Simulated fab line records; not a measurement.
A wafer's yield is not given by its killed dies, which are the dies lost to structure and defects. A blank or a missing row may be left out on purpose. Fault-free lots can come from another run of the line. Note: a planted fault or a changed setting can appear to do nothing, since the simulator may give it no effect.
A lot that was struck, set against a sound lot + flow sky130 + 29 steps out of a route of 708
Sound: the wafers L964.3, L964.4, L964.5. Struck: wafer L974.2 (L974.5, L974.6, from the same lot, were not struck and are left out); the cause is given at the end.
Per side, at each step with rows, come the tool, then ch with its chambers, and then its first start. Under that, the readings that differ: sound wafers + struck wafers + difference of the means + sigmas: that difference in standard deviations of wafers without a fault.
alike: same words and numbers on both sides, and readings whose means sit less than 2 such deviations apart. not compared: any withheld reading, any reading some wafer has no value for, any bound like >300 that may hide the same value, and any number with overlapping values for which the record gives no deviation.
The two part at a step that has a row with sigmas, a row that says differs or no value, or rows on one side only. Numbers that have no deviation but don't overlap get no sigmas and don't part them. A reading missing from all wafers of one side parts the sides only when that side holds two or more wafers.

first, 3 steps without rows for these wafers: SKY_METAL1_EXPOSE_12 (exposes mask MM1, target cd 140 nm); SKY_METAL1_PEB_13; SKY_METAL1_DEVELOP_14 (develop time 60 s).
SKY_METAL1_CD_MEAS_15: the cd target is 140 nm.
  sound on cd sem-01, day 34 06:34; struck on cd sem-01, day 37 09:31
  alike: cd nm
SKY_METAL1_OVL_MEAS_16:
  sound on overlay-01, day 34 06:39; struck on overlay-01, day 37 09:37
| reading         | sound  | struck | difference | sigmas |
|-----------------|--------|--------|------------|--------|
| METAL1_OVL (nm) | -1 3 4 | -16    | -18        | -3     |
SKY_METAL1_DESCUM_17: chemistry O2, time 8 s.
  sound on rie metal-02 ch 0,1, day 34 06:41; struck on rie metal-03 ch 0, day 37 09:38
| reading                | sound | struck | difference                   | sigmas |
|------------------------|-------|--------|------------------------------|--------|
| rf hours counter h (h) | - - - | 12     | no value on the sound wafers |        |
  alike: drypump motor current A, oes product au
SKY_METAL1_ETCH_18: etches BARC in N2/H2, stops on SiO2, time 45.9 s, target depth 60 nm.
  sound on rie metal-02 ch 0,1, day 34 06:43; struck on rie metal-03 ch 0, day 37 09:40
| reading                | sound | struck | difference                   | sigmas |
|------------------------|-------|--------|------------------------------|--------|
| rf hours counter h (h) | - - - | 12     | no value on the sound wafers |        |
  alike: drypump motor current A, oes product au, throttle valve pct
SKY_METAL1_METAL_ETCH_19: etches the open film in Cl2/BCl3, stops on SiO2, target depth 360 nm, time 78 s.
  sound on rie metal-02 ch 0,1, day 34 06:48; struck on rie metal-03 ch 0, day 37 09:44
| reading                | sound | struck | difference                   | sigmas |
|------------------------|-------|--------|------------------------------|--------|
| rf hours counter h (h) | - - - | 12     | no value on the sound wafers |        |
  alike: drypump motor current A, mfc cl2 sccm, oes product au, throttle valve pct
then, 4 steps without rows for these wafers: SKY_METAL1_STRIP_20 (strips in O2/N2); SKY_METAL1_STRIP_21 (strips in post etch residue remover, time 1200 s); SKY_METAL1_CLEAN_22 (cleans in IPA, time 180 s); SKY_METAL1_CLEAN_23 (cleans in O3/DIW).
SKY_VIA1_HDPCVD_00: deposits SiO2, target thk 1030 nm, time 171.7 s.
  sound on hdpcvd-01 ch 0,1, day 34 07:47; struck on hdpcvd-01 ch 0,1,2, day 37 10:50
SKY_VIA1_THK_MEAS_01:
  sound on film metro-04, day 34 07:55; struck on film metro-02, day 37 10:57
| reading              | sound          | struck | difference | sigmas |
|----------------------|----------------|--------|------------|--------|
| VIA1_HDPCVD_THK (nm) | 1031 1012 1013 | 826    | -193       | -18    |
SKY_VIA1_CMP_02: polishes SiO2.
  sound on cmp-01 ch 0,1,2, day 34 08:04; struck on cmp-01 ch 2, day 37 11:06
  alike: motor current A
SKY_VIA1_BOW_MEAS_03:
  sound on film metro-02, day 34 08:18; struck on film metro-02, day 37 11:19
  alike: VIA1_BOW
then, 8 steps without rows for these wafers: SKY_VIA1_DEHYDRATE_04 (time 60 s); SKY_VIA1_HMDS_05 (prime time 60 s); SKY_VIA1_COAT_06 (resist thk 60 nm); SKY_VIA1_COAT_07 (resist thk 450 nm); SKY_VIA1_SOFTBAKE_08 (time 90 s); SKY_VIA1_EXPOSE_09 (exposes mask VIM, target cd 150 nm); SKY_VIA1_PEB_10; SKY_VIA1_DEVELOP_11 (develop time 60 s).
SKY_VIA1_CD_MEAS_12: the cd target is 150 nm.
  sound on cd sem-02, day 35 11:22; struck on cd sem-02, day 38 12:17
  alike: cd nm
SKY_VIA1_OVL_MEAS_13:
  sound on overlay-01, day 35 11:27; struck on overlay-01, day 38 12:23
  alike: VIA1_OVL
SKY_VIA1_ETCH_14: etches BARC in N2/H2, stops on SiO2, time 45.9 s, target depth 60 nm.
  sound on rie diel-03 ch 0,3, day 35 11:29; struck on rie diel-02 ch 0, day 38 12:25
  alike: drypump motor current A, oes product au, throttle valve pct
  not compared: rf hours counter h
SKY_VIA1_ETCH_15: etches SiO2 in C4F8/O2/Ar, stops on TiN, target depth 351 nm, time 54 s.
  sound on rie diel-03 ch 0,3, day 35 11:31; struck on rie diel-02 ch 0, day 38 12:28
| reading               | sound             | struck | difference | sigmas |
|-----------------------|-------------------|--------|------------|--------|
| oes product au (a.u.) | 0.999 0.982 0.977 | 0.739  | -0.247     | -43    |
  not compared: rf hours counter h
then, 1 step without rows for these wafers: SKY_VIA1_STRIP_16 (strips in O2/N2).

== WHERE THEY PART ==
First at SKY_METAL1_OVL_MEAS_16; last, within this record, at SKY_VIA1_ETCH_15.

WHY: the cause the simulator had injected
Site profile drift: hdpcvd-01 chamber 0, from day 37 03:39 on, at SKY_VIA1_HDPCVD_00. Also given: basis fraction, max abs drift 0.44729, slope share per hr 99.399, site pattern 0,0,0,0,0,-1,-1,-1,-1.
